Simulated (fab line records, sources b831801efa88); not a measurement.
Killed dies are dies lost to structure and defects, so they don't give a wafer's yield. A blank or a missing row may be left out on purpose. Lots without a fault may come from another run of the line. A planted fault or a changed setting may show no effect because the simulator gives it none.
Which tool did it? | flow sky130 | 11 lots, 33 wafers sampled, at 6 steps of a route of 708

WHAT THE GAUGES READ, wafer by wafer
SKY_SONOS_TUNNEL_CD_MEAS_07: target cd 410 nm. Usual: cd_nm 409.5 nm, standard deviation 2.1.
lot  | measured     | on        | cd_nm (nm)        | flag
L361 | day 11 10:31 | cd_sem-02 | 412.1 410.0 410.4 |
L362 | day 11 18:42 | cd_sem-02 | 410.6 409.7 409.0 |
L363 | day 12 00:45 | cd_sem-02 | 410.4 410.0 410.2 |
L366 | day 13 10:15 | cd_sem-02 | 410.4 412.7 411.2 |
L369 | day 13 21:09 | cd_sem-02 | 410.6 411.0 410.0 |
L371 | day 14 15:38 | cd_sem-02 | 409.0 407.9 408.4 |
L379 | day 17 11:51 | cd_sem-02 | 410.5 408.5 407.0 |
L380 | day 17 16:56 | cd_sem-02 | 407.8 409.2 410.1 |
L382 | day 18 10:51 | cd_sem-01 | 409.9 410.0 410.4 |
L383 | day 18 19:19 | cd_sem-01 | 406.3 406.9 406.3 |
L384 | day 18 23:08 | cd_sem-02 | 411.9 412.5 412.5 |

SKY_POLY_GATE_THK_MEAS_01. Usual: POLY_GATE_CVD_00_THK 180.8 nm, standard deviation 1.8.
lot  | measured     | on            | POLY_GATE_CVD_00_THK (nm) | flag
L361 | day 14 15:27 | film_metro-01 | 184.1 184.0 184.9         |
L362 | day 14 15:26 | film_metro-03 | 179.1 180.8 180.1         |
L363 | day 15 01:38 | film_metro-03 | 182.5 182.9 183.9         |
L366 | day 16 07:46 | film_metro-03 | 181.3 182.8 182.7         |
L369 | day 16 20:00 | film_metro-03 | 164.2 145.3 134.8         | OFF
L371 | day 17 12:18 | film_metro-02 | 107.1 107.0 109.0         | OFF
L379 | day 20 12:58 | film_metro-03 | 177.2 179.2 178.0         |
L380 | day 20 20:46 | film_metro-01 | 179.8 180.5 180.9         |
L382 | day 21 16:43 | film_metro-01 | 179.0 180.4 178.8         |
L383 | day 21 21:04 | film_metro-03 | 179.0 178.8 180.5         |
L384 | day 22 00:04 | film_metro-03 | 178.2 178.0 179.0         |

SKY_POLY_GATE_THK_MEAS_21. Usual: POLY_GATE_OXIDATION_THK 4.00 nm, standard deviation 0.07.
lot  | measured     | on            | POLY_GATE_OXIDATION_THK (nm) | flag
L361 | day 17 06:05 | film_metro-03 | 3.95 4.04 4.04               |
L362 | day 17 06:05 | film_metro-01 | 4.05 4.02 4.08               |
L363 | day 17 14:50 | film_metro-01 | 4.08 4.06 4.01               |
L366 | day 18 23:10 | film_metro-03 | 4.09 4.02 4.09               |
L369 | day 19 10:54 | film_metro-02 | 4.10 3.98 4.02               |
L371 | day 20 07:22 | film_metro-03 | 3.95 3.98 3.92               |
L379 | day 23 04:59 | film_metro-03 | 4.10 4.08 4.05               |
L380 | day 23 12:50 | film_metro-02 | 4.04 3.91 3.96               |
L382 | day 24 08:28 | film_metro-03 | 3.97 4.04 3.98               |
L383 | day 24 12:18 | film_metro-01 | 3.84 3.90 3.79               |
L384 | day 24 15:32 | film_metro-03 | 4.08 3.96 4.03               |

SKY_LDD_P_CD_MEAS_07: target cd 380 nm. Usual: cd_nm 380.1 nm, standard deviation 2.3.
lot  | measured     | on        | cd_nm (nm)        | flag
L361 | day 19 19:15 | cd_sem-01 | 377.4 376.2 376.5 |
L362 | day 19 19:49 | cd_sem-01 | 380.0 383.4 379.6 |
L363 | day 20 04:40 | cd_sem-02 | 376.8 379.1 378.7 |
L366 | day 21 13:55 | cd_sem-01 | 382.9 380.9 381.9 |
L369 | day 22 01:56 | cd_sem-02 | 379.2 380.5 380.1 |
L371 | day 22 20:19 | cd_sem-01 | 377.5 378.0 379.9 |
L379 | day 25 17:13 | cd_sem-02 | 381.3 382.0 381.8 |
L380 | day 26 01:31 | cd_sem-02 | 383.5 383.4 384.0 |
L382 | day 26 20:48 | cd_sem-01 | 377.8 379.2 379.9 |
L383 | day 26 23:11 | cd_sem-02 | 376.8 376.5 379.1 |
L384 | day 27 03:39 | cd_sem-01 | 379.7 381.6 380.8 |

WHICH TOOL RAN EACH LOT (tool, then ch and the chambers of the sampled wafers, then the start)
lot  | SKY_POLY_GATE_CVD_00        | SKY_POLY_GATE_ETCH_17
L361 | lpcvd-01 ch 1, day 14 13:38 | rie_si-01 ch 0,2, day 17 01:11
L362 | lpcvd-01 ch 0, day 14 13:38 | rie_si-02 ch 0,1,2, day 17 01:10
L363 | lpcvd-01 ch 0, day 15 00:25 | rie_si-02 ch 0,1,3, day 17 11:13
L366 | lpcvd-01 ch 0, day 16 06:34 | rie_si-02 ch 0,2, day 18 20:41
L369 | lpcvd-01 ch 0, day 16 18:47 | rie_si-02 ch 0,1,2, day 19 09:26
L371 | lpcvd-01 ch 0, day 17 10:29 | rie_si-02 ch 0,1,3, day 20 04:05
L379 | lpcvd-01 ch 1, day 20 11:46 | rie_si-01 ch 0,1,3, day 23 03:32
L380 | lpcvd-01 ch 0, day 20 19:32 | rie_si-02 ch 0,1,2, day 23 11:05
L382 | lpcvd-01 ch 0, day 21 14:55 | rie_si-02 ch 0,2,3, day 24 07:01
L383 | lpcvd-01 ch 0, day 21 19:16 | rie_si-01 ch 0,2, day 24 10:50
L384 | lpcvd-01 ch 1, day 21 22:52 | rie_si-02 ch 0,2, day 24 14:04
- SKY_POLY_GATE_CVD_00: deposits poly-Si, target thk 180 nm, time 720 s.
- SKY_POLY_GATE_ETCH_17: etches poly-Si in HBr/Cl2, stops on SiO2, target depth 180 nm, time 70.5 s.

WHAT THE TOOLS THEMSELVES READ (means of the sampled wafers that have a number; where no wafer has one, the mark that the record gives instead)
SKY_POLY_GATE_CVD_00. Usual: spike_tc_centre_C 619.8 C, standard deviation 1.2; spike_tc_top_C 637 C, standard deviation 3.1; spike_tc_upper_C 619.8 C, standard deviation 1.2; zone_power_bottom_pct 12.7 %, standard deviation 0.44; zone_power_centre_pct 8.55 %, standard deviation 0.18; zone_power_top_pct 19.5 %, standard deviation 0.61; zone_power_upper_pct 7.9 %, standard deviation 0.8.
lot  | tool     | spike_tc_centre_C (C) | spike_tc_top_C (C) | spike_tc_upper_C (C) | zone_power_bottom_pct (%) | zone_power_centre_pct (%) | zone_power_top_pct (%) | zone_power_upper_pct (%) | flag
L361 | lpcvd-01 | 618.8                 | 635                | 619.9                | 13.1                      | 8.33                      | 20.2                   | 8.8                      |
L362 | lpcvd-01 | 619.7                 | 641                | 620.2                | 12.3                      | 8.68                      | 19.0                   | 7.2                      |
L363 | lpcvd-01 | 620.8                 | 640                | 618.6                | 12.2                      | 8.64                      | 18.9                   | 7.2                      |
L366 | lpcvd-01 | 619.9                 | 640                | 618.7                | 12.3                      | 8.74                      | 19.0                   | 7.2                      |
L369 | lpcvd-01 | 628.3                 | 650                | 564.9                | 12.5                      | 12.83                     | 24.7                   | 0.0                      | OFF
L371 | lpcvd-01 | 627.6                 | 651                | 564.8                | 12.4                      | 12.80                     | 24.7                   | 0.0                      | OFF
L379 | lpcvd-01 | 619.2                 | 634                | 621.7                | 13.2                      | 8.35                      | 20.1                   | 8.9                      |
L380 | lpcvd-01 | 620.7                 | 641                | 620.2                | 12.3                      | 8.68                      | 18.9                   | 7.1                      |
L382 | lpcvd-01 | 619.3                 | 640                | 619.0                | 12.2                      | 8.64                      | 18.8                   | 7.1                      |
L383 | lpcvd-01 | 620.5                 | 639                | 618.7                | 12.3                      | 8.62                      | 19.0                   | 7.2                      |
L384 | lpcvd-01 | 618.8                 | 634                | 620.5                | 13.2                      | 8.41                      | 20.3                   | 8.8                      |

SKY_POLY_GATE_ETCH_17. Usual: HBr_flow_sccm 150.0 sccm, standard deviation 0.46; drypump_motor_current_A 5.6 A, standard deviation 0.4; oes_product_au 0.985 a.u., standard deviation 0.0082; throttle_valve_pct 33.683 %, standard deviation 0.0092.
lot  | tool      | HBr_flow_sccm (sccm) | drypump_motor_current_A (A) | oes_product_au (a.u.) | throttle_valve_pct (%) | flag
L361 | rie_si-01 | 150.0                | 5.3                         | 0.990                 | 33.686                 |
L362 | rie_si-02 | 150.1                | 5.7                         | 0.987                 | 33.677                 |
L363 | rie_si-02 | 150.4                | 5.9                         | 0.988                 | 33.682                 |
L366 | rie_si-02 | 150.0                | 5.7                         | 0.989                 | 33.678                 |
L369 | rie_si-02 | 150.2                | 5.7                         | 0.868                 | 33.683                 | OFF
L371 | rie_si-02 | 150.5                | 5.9                         | 0.705                 | 33.686                 | OFF
L379 | rie_si-01 | 149.3                | 5.4                         | 0.984                 | 33.679                 |
L380 | rie_si-02 | 150.5                | 5.7                         | 0.982                 | 33.681                 |
L382 | rie_si-02 | 150.0                | 5.9                         | 0.981                 | 33.686                 |
L383 | rie_si-01 | 149.9                | 5.4                         | 0.978                 | 33.678                 |
L384 | rie_si-02 | 149.9                | 5.7                         | 0.976                 | 33.685                 |

THE ANSWER, worked out from the rows above alone
Rule: a lot is off if the mean of its wafers that have a number lies more than 3 standard deviations from the usual mean. A lot without any number at a reading at which 4 lots or more have one is off too. The other lots that the step has rows for count as sound. The gauges are gone through in route order, then the tools' own readings, and for those a lot's mean is taken as printed above. The first step at which some lot is off is used, and at that step the reading that is off furthest; a lot without a number counts as furthest.
Off: L369, L371, at SKY_POLY_GATE_THK_MEAS_01 (POLY_GATE_CVD_00_THK).
A tool fits if, at a process step before that reading, it ran every lot that is off, and no sound lot after the first of them. The gauges at SKY_POLY_GATE_THK_MEAS_01 aren't tried: what is off there is off at SKY_POLY_GATE_CVD_00 too, on other tools, and a gauge's error can't cause that. None of those tried fits.

WHAT THE SIMULATOR HAD PUT IN
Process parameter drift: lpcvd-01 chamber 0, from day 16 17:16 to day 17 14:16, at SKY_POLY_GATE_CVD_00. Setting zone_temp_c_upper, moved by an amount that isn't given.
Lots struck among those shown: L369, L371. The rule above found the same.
